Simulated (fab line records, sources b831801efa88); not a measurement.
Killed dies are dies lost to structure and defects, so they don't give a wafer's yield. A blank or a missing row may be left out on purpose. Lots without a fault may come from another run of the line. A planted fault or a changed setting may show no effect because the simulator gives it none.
Chamber matching | flow sky130 | SKY_VIA1_ETCH_14 on rie_diel-02: 4 sister chambers
The step etches BARC in N2/H2, stops on SiO2, time 45.9 s, target depth 60 nm. 4 wafers are shown with their chamber, then 7 later ones without.

WAFERS WITH THEIR CHAMBER
wafer  | chamber | drypump_motor_current_A (A)
L089.1 | 0       | 5.5
L089.2 | 2       | 6.4
L092.2 | 1       | 5.6
L092.3 | 3       | 5.7

WAFERS WITHOUT THEIR CHAMBER
wafer  | drypump_motor_current_A (A)
L092.5 | 6.5
L094.2 | 5.6
L094.3 | 6.5
L094.4 | 5.7
L096.2 | 5.6
L096.3 | 5.5
L096.5 | 5.6

WHICH CHAMBER EACH WENT THROUGH
wafer  | from the rows above          | in truth
L092.5 | 2                            | 2
L094.2 | can't be placed: 1 or 0 or 3 | 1
L094.3 | 2                            | 2
L094.4 | can't be placed: 3 or 1      | 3
L096.2 | can't be placed: 1 or 0 or 3 | 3
L096.3 | can't be placed: 0 or 1      | 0
L096.5 | can't be placed: 1 or 0 or 3 | 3
Placed correctly: 2 of 7. Can't be placed from these rows: 5 (the true chamber is among the candidates in 5). Placed wrongly: 0.
How it was worked out, from the rows above alone: a wafer's distance from a chamber is the root of the sum, over the readings, of the square of ((its reading less the chamber's mean) divided by the reading's scatter). The wafer belongs to the nearest chamber; if the next one is less than 2 further off, it can't be placed. A chamber's mean is the mean of its shown wafers. The scatter: with one shown wafer a chamber, the root of the mean of the squares of how far each hidden wafer lies from its nearest shown one.
